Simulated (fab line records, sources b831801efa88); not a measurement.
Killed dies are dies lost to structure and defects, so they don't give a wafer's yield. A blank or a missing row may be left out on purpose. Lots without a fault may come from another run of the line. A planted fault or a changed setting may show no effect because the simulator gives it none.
fab line records | flow sky130
record lots=5 wafers=15 last_day=51
route steps=708 shown CONTACT@426 METAL1@434
lots that met no fault: from a run of the same line without faults
start_h: hours from the record's first day to the start of the lot's first wafer shown | wait_h: hours since the lot's step before | " the same as in the row above | L1.1+2: a row that stands for several wafers | - no value, or no start given | * or withheld: withheld | < > ~ a bound
route shown NAME@n: a module of which the file shows steps, and the number in the route of the first | usual: mean/standard deviation of fault-free wafers | same: alike in all rows | chamber/n: place in a boat | sites: the reading at each site | _std_site: their standard deviation | _edge_site: outer sites' mean less inner sites' | radius_mm: how far each site lies from the wafer's centre | mask NAME#n: copy n | behind: the tool/chamber that last shaped the wafer | hold: why the lot was held/for how many hours/how that ended | device: the transistor (n, p or np) that didn't switch | end of line: the same wafers' tests at the end of the route | a step without rows: its recipe alone | killed: dies lost to structure and defects at the first sort, not the wafer's yield | map: a wafer's dies, x killed, . not, _ none there
set.NAME: the setting as run; set.NAME@STEP: as run at that earlier step | model.NAME: the simulator's own value behind a step, which no gauge read
lots at some steps of the route; a table a step, a row a wafer
services: from which hour (start_h, from the record's first day; less than 0 if before it) a tool's chamber was out of use, for how many hours, and why
## steps
# step SKY_CONTACT_STRIP_20
# recipe chemistry=post_etch_residue_remover time_s=1200 temp_c=72.5
# step SKY_CONTACT_CLEAN_21
# recipe chemistry=IPA time_s=180 temp_c=25
# step SKY_CONTACT_CLEAN_22
# recipe chemistry=O3/DIW dry=n2_spin
# step SKY_CONTACT_SPUTTER_23
# recipe material=TiN target_thk_nm=20 chamber_pressure_pa=5 power_w=4000 time_s=80
# step SKY_CONTACT_CVD_24
# recipe material=W target_thk_nm=340 time_s=102.12 temp_c=400 pressure_torr=40
# usual heater_power_w=888/34 susceptor_temp_C=400.03/0.21
# columns lot.wafer tool chamber start_h wait_h heater_power_w susceptor_temp_C
L734.1 cvd_w-01 0 758.14 0.0 855 399.79
L734.5 " 0 " " 839 399.61
L734.6 " 1 " " 821 400.00
L736.2 cvd_w-02 0 785.02 0.0 932 399.87
L736.4 " 0 " " 897 399.88
L736.6 " 0 " " 883 399.78
L747.4 cvd_w-01 1 858.66 0.1 846 399.80
L747.5 " 0 " " 853 399.70
L747.6 " 1 " " 837 399.65
L753.1 cvd_w-02 1 903.78 0.0 916 399.83
L753.2 " 0 " " 914 399.93
L753.3 " 0 " " 906 399.78
L756.2 cvd_w-02 0 917.91 0.0 929 400.20
L756.5 " 0 " " 921 399.84
L756.6 " 1 " " 916 400.30
# step SKY_CONTACT_RS_MEAS_25
# recipe thk_meas_gauge=four-point-probe reads=W_of_CONTACT_CVD_24+TiN_of_CONTACT_SPUTTER_23
# usual CONTACT_W_RS=0.336/0.0052
# columns lot.wafer tool chamber start_h wait_h CONTACT_W_RS[ohm/sq]
L734.1 film_metro-04 - 758.25 0.1 0.343
L734.5 " - " " 0.343
L734.6 " - " " 0.333
L736.2 film_metro-03 - 785.15 0.1 0.327
L736.4 " - " " 0.329
L736.6 " - " " 0.329
L747.4 film_metro-03 - 858.79 0.1 0.335
L747.5 " - " " 0.338
L747.6 " - " " 0.338
L753.1 film_metro-03 - 903.89 0.1 0.339
L753.2 " - " " 0.330
L753.3 " - " " 0.332
L756.2 film_metro-03 - 918.04 0.1 0.325
L756.5 " - " " 0.328
L756.6 " - " " 0.339
# step SKY_CONTACT_THK_MEAS_26
# recipe thk_meas_gauge=xrf reads=W_of_CONTACT_CVD_24
# usual CONTACT_W_THK=337/5.7
# columns lot.wafer tool chamber start_h wait_h CONTACT_W_THK[nm]
L734.1 film_metro-04 - 758.37 0.1 329
L734.5 " - " " 326
L734.6 " - " " 340
L736.2 film_metro-03 - 785.26 0.1 347
L736.4 " - " " 346
L736.6 " - " " 346
L747.4 film_metro-03 - 858.88 0.1 340
L747.5 " - " " 336
L747.6 " - " " 339
L753.1 film_metro-03 - 904.01 0.1 338
L753.2 " - " " 343
L753.3 " - " " 341
L756.2 film_metro-03 - 918.15 0.1 352
L756.5 " - " " 350
L756.6 " - " " 341
# step SKY_CONTACT_CMP_27
# recipe stop_on=SiO2 t_overpolish_s=15 down_force_psi=3.5 platen_rpm=60 target_thk_nm=0 pad_velocity_m_s=0.94248
# step SKY_METAL1_SPUTTER_00
# recipe material=Ti target_thk_nm=15 power_w=3000 time_s=10 chamber_pressure_pa=0.4
# usual throttle_valve_pct=30.1/1.2
# columns lot.wafer tool chamber start_h wait_h throttle_valve_pct
L734.1 pvd_sputter-02 - 758.73 0.2 29.8
L734.5 " - " " 30.8
L734.6 " - " " 28.7
L736.2 pvd_sputter-02 - 785.61 0.1 30.8
L736.4 " - " " 29.3
L736.6 " - " " 28.7
L747.4 pvd_sputter-02 - 859.21 0.1 29.5
L747.5 " - " " 28.8
L747.6 " - " " 30.5
L753.1 pvd_sputter-01 - 904.37 0.2 31.7
L753.2 " - " " 31.2
L753.3 " - " " 31.4
L756.2 pvd_sputter-04 - 918.61 0.2 27.8
L756.5 " - " " 28.5
L756.6 " - " " 29.9
# step SKY_METAL1_SPUTTER_01
# recipe material=TiN target_thk_nm=20 power_w=6500 time_s=16.7 chamber_pressure_pa=0.4
# usual throttle_valve_pct=30.1/1.2
# columns lot.wafer tool chamber start_h wait_h throttle_valve_pct
L734.1 pvd_sputter-02 - 758.75 0.0 29.9
L734.5 " - " " 30.6
L734.6 " - " " 29.0
L736.2 pvd_sputter-02 - 785.63 0.0 31.0
L736.4 " - " " 29.1
L736.6 " - " " 28.9
L747.4 pvd_sputter-02 - 859.24 0.0 29.8
L747.5 " - " " 29.1
L747.6 " - " " 30.8
L753.1 pvd_sputter-01 - 904.39 0.0 31.8
L753.2 " - " " 31.4
L753.3 " - " " 31.6
L756.2 pvd_sputter-04 - 918.64 0.0 28.1
L756.5 " - " " 28.4
L756.6 " - " " 29.9
# step SKY_METAL1_SPUTTER_02
# recipe material=AlCu target_thk_nm=250 power_w=10600 time_s=13.3 chamber_pressure_pa=0.4
# step SKY_METAL1_SPUTTER_03
# recipe material=Ti target_thk_nm=5 power_w=3000 time_s=3.3 chamber_pressure_pa=0.4
# step SKY_METAL1_SPUTTER_04
# recipe material=TiN target_thk_nm=70 power_w=6500 time_s=58.3 chamber_pressure_pa=0.4
# usual throttle_valve_pct=30.1/1.2
# columns lot.wafer tool chamber start_h wait_h throttle_valve_pct model.TiN_of_METAL1_SPUTTER_04.thk_nm
L734.1 pvd_sputter-02 - 758.82 0.0 29.8 69.08
L734.5 " - " " 30.5 70.28
L734.6 " - " " 28.8 69.77
L736.2 pvd_sputter-02 - 785.70 0.0 30.6 69.02
L736.4 " - " " 28.9 69.32
L736.6 " - " " 28.9 69.32
L747.4 pvd_sputter-02 - 859.31 0.0 29.8 72.04
L747.5 " - " " 29.0 68.79
L747.6 " - " " 30.5 70.01
L753.1 pvd_sputter-01 - 904.46 0.0 31.9 69.82
L753.2 " - " " 31.4 70.13
L753.3 " - " " 31.2 69.17
L756.2 pvd_sputter-04 - 918.70 0.0 28.4 71.46
L756.5 " - " " 28.4 69.72
L756.6 " - " " 30.1 67.86
# step SKY_METAL1_RS_MEAS_05
# recipe thk_meas_gauge=four-point-probe reads=TiN_of_METAL1_SPUTTER_04+Ti_of_METAL1_SPUTTER_03+AlCu_of_METAL1_SPUTTER_02+TiN_of_METAL1_SPUTTER_01+Ti_of_METAL1_SPUTTER_00
# usual METAL1_ALCU_RS=0.1275/0.0016
# columns lot.wafer tool chamber start_h wait_h METAL1_ALCU_RS[ohm/sq]
L734.1 film_metro-02 - 758.87 0.0 0.1294
L734.5 " - " " 0.1296
L734.6 " - " " 0.1283
L736.2 film_metro-02 - 785.77 0.0 0.1285
L736.4 " - " " 0.1298
L736.6 " - " " 0.1284
L747.4 film_metro-01 - 859.41 0.1 0.1296
L747.5 " - " " 0.1278
L747.6 " - " " 0.1284
L753.1 film_metro-02 - 904.51 0.0 0.1266
L753.2 " - " " 0.1273
L753.3 " - " " 0.1265
L756.2 film_metro-02 - 918.77 0.0 0.1264
L756.5 " - " " 0.1294
L756.6 " - " " 0.1292
# step SKY_METAL1_THK_MEAS_06
# recipe thk_meas_gauge=xrf reads=AlCu_of_METAL1_SPUTTER_02
# usual METAL1_ALCU_THK=252/3.5
# columns lot.wafer tool chamber start_h wait_h METAL1_ALCU_THK[nm]
L734.1 film_metro-02 - 758.99 0.1 248
L734.5 " - " " 245
L734.6 " - " " 248
L736.2 film_metro-02 - 785.88 0.1 249
L736.4 " - " " 247
L736.6 " - " " 249
L747.4 film_metro-01 - 859.50 0.1 247
L747.5 " - " " 255
L747.6 " - " " 252
L753.1 film_metro-02 - 904.63 0.1 251
L753.2 " - " " 248
L753.3 " - " " 252
L756.2 film_metro-02 - 918.88 0.1 249
L756.5 " - " " 246
L756.6 " - " " 248
# step SKY_METAL1_DEHYDRATE_07
# recipe temp_c=200 time_s=60
# step SKY_METAL1_HMDS_08
# recipe prime_time_s=60 prime_temp_c=120
# step SKY_METAL1_COAT_09
# recipe resist=BARC temp_c=withheld time_s=withheld spin_rpm=3000 resist_thk_nm=60
# step SKY_METAL1_COAT_10
# recipe resist=KrF-thick spin_rpm=3000 resist_thk_nm=450
# step SKY_METAL1_SOFTBAKE_11
# recipe temp_c=100 time_s=90 resist=KrF-thick
# step SKY_METAL1_EXPOSE_12
# recipe mask_id=MM1 na=0.8 source_shape=annular sigma_inner=0.55 sigma_outer=0.85 target_cd_nm=140 dose_mj=28
# step SKY_METAL1_PEB_13
# recipe peb_temp_c=withheld peb_time_s=withheld resist=KrF-thick
# step SKY_METAL1_DEVELOP_14
# recipe develop_time_s=60 resist=KrF-thick dev_temp_c=21
# step SKY_METAL1_CD_MEAS_15
# recipe target_cd_nm=140
# usual cd_nm=139.9/1.6
# columns lot.wafer tool chamber start_h wait_h cd_nm
L734.1 cd_sem-01 - 786.86 - 138.5
L734.5 " - " " 139.0
L734.6 " - " " 138.7
L736.2 cd_sem-01 - 812.91 - 141.4
L736.4 " - " " 143.1
L736.6 " - " " 140.7
L747.4 cd_sem-02 - 885.55 - 140.5
L747.5 " - " " 141.9
L747.6 " - " " 140.3
L753.1 cd_sem-02 - 929.99 - 141.3
L753.2 " - " " 139.7
L753.3 " - " " 140.3
L756.2 cd_sem-02 - 944.16 - 140.2
L756.5 " - " " 139.6
L756.6 " - " " 138.8
# step SKY_METAL1_OVL_MEAS_16
# usual METAL1_OVL=-4/5.8
# columns lot.wafer tool chamber start_h wait_h METAL1_OVL[nm]
L734.1 overlay-02 - 786.98 0.1 5
L734.5 " - " " 5
L734.6 " - " " -3
L736.2 overlay-01 - 813.02 0.1 -6
L736.4 " - " " -3
L736.6 " - " " -1
L747.4 overlay-01 - 885.63 0.1 -7
L747.5 " - " " -11
L747.6 " - " " -5
L753.1 overlay-01 - 930.11 0.1 -4
L753.2 " - " " -12
L753.3 " - " " -7
L756.2 overlay-02 - 944.27 0.1 -4
L756.5 " - " " -13
L756.6 " - " " -6
# step SKY_METAL1_DESCUM_17
# recipe chemistry=O2 source_power_w=150 bias_power_w=0 pressure_mtorr=10 temp_c=40 time_s=8
# usual drypump_motor_current_A=5.8/0.33 oes_product_au=0.988/0.01 rf_fwd_power_W=147.2/0.73
# columns lot.wafer tool chamber start_h wait_h drypump_motor_current_A oes_product_au rf_fwd_power_W rf_hours_counter_h
L734.1 rie_metal-01 0 787.02 0.0 5.7 0.990 146.9 13
L734.5 " 0 " " 5.7 1.000 146.7 -
L734.6 " 0 " " 5.7 0.994 146.6 -
L736.2 rie_metal-01 0 813.06 0.0 5.7 1.002 147.2 -
L736.4 " 0 " " 5.7 0.998 146.4 -
L736.6 " 0 " " 5.7 0.999 146.4 -
L747.4 rie_metal-02 0 885.66 0.0 6.3 0.982 147.5 -
L747.5 " 1 " " 5.9 0.984 146.4 -
L747.6 " 0 " " 6.2 0.981 147.8 -
L753.1 rie_metal-04 0 930.15 0.0 6.3 0.980 146.5 17
L753.2 " 1 " " 5.2 0.975 147.3 9
L753.3 " 1 " " 5.2 0.983 146.7 -
L756.2 rie_metal-04 0 944.30 0.0 6.3 0.983 146.7 17
L756.5 " 1 " " 5.2 0.981 146.4 -
L756.6 " 0 " " 6.3 0.990 147.0 -
# step SKY_METAL1_ETCH_18
# recipe chemistry=N2/H2 target=BARC ion_energy_ev=200 bias_w=100 pressure_mtorr=30 n2_flow_sccm=100 h2_flow_sccm=200 icp_w=500 stop_on=SiO2 time_s=45.9 target_depth_a=600
# step SKY_METAL1_METAL_ETCH_19
# recipe target_depth_a=3600 stop_on=SiO2 over_etch_frac=0.3 time_s=78 chemistry=Cl2/BCl3 resist_sidewall_deg=88 pressure_mtorr=10 icp_w=900 bias_w=48.5 Cl2_flow_sccm=60 bcl3_flow_sccm=30
# step SKY_METAL1_STRIP_20
# recipe chemistry=O2/N2 power_w=1400 pressure_mtorr=1500 platen_temp_c=withheld o2_flow_sccm=3000 n2_flow_sccm=300 overash_fraction=0.5
# usual drypump_motor_current_A=5.7/0.49 oes_product_au=0.345/0.0053 strip_time_to_endpoint_s=2.74/0.051
# same overash_fraction=0.5
# columns lot.wafer tool chamber start_h wait_h drypump_motor_current_A oes_product_au rf_hours_counter_h strip_time_to_endpoint_s
L734.1 plasma_asher-01 1 787.39 0.1 5.8 0.337 67 2.71
L734.5 " 0 " " 5.0 0.344 - 2.72
L734.6 " 1 " " 5.8 0.351 - 2.70
L736.2 plasma_asher-03 0 813.42 0.1 5.4 0.340 36 2.70
L736.4 " 1 " " 6.1 0.348 - 2.71
L736.6 " 0 " " 5.4 0.339 - 2.71
L747.4 plasma_asher-04 0 885.86 0.1 6.4 0.347 - 2.76
L747.5 " 1 " " 6.1 0.340 - 2.66
L747.6 " 0 " " 6.4 0.338 - 2.80
L753.1 plasma_asher-03 1 930.33 0.1 6.1 0.345 48 2.81
L753.2 " 0 " " 5.4 0.348 48 2.81
L753.3 " 1 " " 6.1 0.344 - 2.82
L756.2 plasma_asher-04 1 944.48 0.1 6.1 0.343 19 2.72
L756.5 " 1 " " 6.1 0.342 - 2.73
L756.6 " 0 " " 6.4 0.335 - 2.74
# step SKY_METAL1_STRIP_21
# recipe chemistry=post_etch_residue_remover time_s=1200 temp_c=72.5
# columns lot.wafer tool chamber start_h wait_h model.TiN_of_METAL1_SPUTTER_04.thk_nm
L734.1 wet_bench-03 3 787.49 0.1 68.66
L734.5 " 3 " " 69.86
L734.6 " 3 " " 69.35
L736.2 wet_bench-04 1 813.52 0.1 68.61
L736.4+6 " 1 " " 68.91
L747.4 wet_bench-01 0 885.93 0.0 71.62
L747.5 " 0 " " 68.37
L747.6 " 0 " " 69.59
L753.1 wet_bench-03 1 930.43 0.1 69.39
L753.2 " 1 " " 69.71
L753.3 " 1 " " 68.75
L756.2 wet_bench-01 3 944.58 0.1 71.04
L756.5 " 3 " " 69.29
L756.6 " 3 " " 67.44
# step SKY_METAL1_CLEAN_22
# recipe chemistry=IPA time_s=180 temp_c=25
## services
# columns tool chamber start_h hours kind
plasma_asher-04 0 742.75 - clean
plasma_asher-04 1 742.75 - clean
pvd_sputter-02 - 744.56 13.8 repair
pvd_sputter-02 - 753.37 1.3 repair
pvd_sputter-02 - 769.51 2.3 repair
plasma_asher-04 - 776.10 7.5 repair
cvd_w-01 - 781.11 28.1 pm
plasma_asher-03 - 788.62 0.7 repair
plasma_asher-03 - 792.67 2.2 repair
pvd_sputter-04 - 801.15 5.0 repair
plasma_asher-04 - 802.42 2.7 pm
rie_metal-01 1 803.30 20.7 repair
pvd_sputter-04 - 810.33 0.9 repair
rie_metal-04 - 821.41 0.3 repair
cvd_w-01 - 832.26 0.4 repair
rie_metal-04 - 833.85 0.6 repair
plasma_asher-04 - 835.15 0.3 repair
rie_metal-01 - 845.10 1.6 repair
plasma_asher-03 - 846.60 2.8 pm
pvd_sputter-04 - 850.83 2.8 repair
cvd_w-02 - 862.20 14.6 pm
wet_bench-03 - 871.79 1.9 pm
cvd_w-01 - 904.00 14.0 pm
wet_bench-01 - 911.69 1.0 repair
## key
first_sign none at tools or gauges
model_effect step=SKY_METAL1_SPUTTER_04 value=TiN_of_METAL1_SPUTTER_04.thk_nm without=69.51 struck=72.04
model_effect step=SKY_METAL1_STRIP_21 value=TiN_of_METAL1_SPUTTER_04.thk_nm without=69.09 struck=71.62
met_at SKY_METAL1_SPUTTER_04
struck_wafers L747.4
onset_between 785.70 859.31
fault kind=process_parameter_drift tool=pvd_sputter-02 chamber=- onset_h=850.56 steps=SKY_METAL1_SPUTTER_04 channel=time_s offset=* shape=step end_h=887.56 scope=struck_wafers_only acts_in=* stated=*
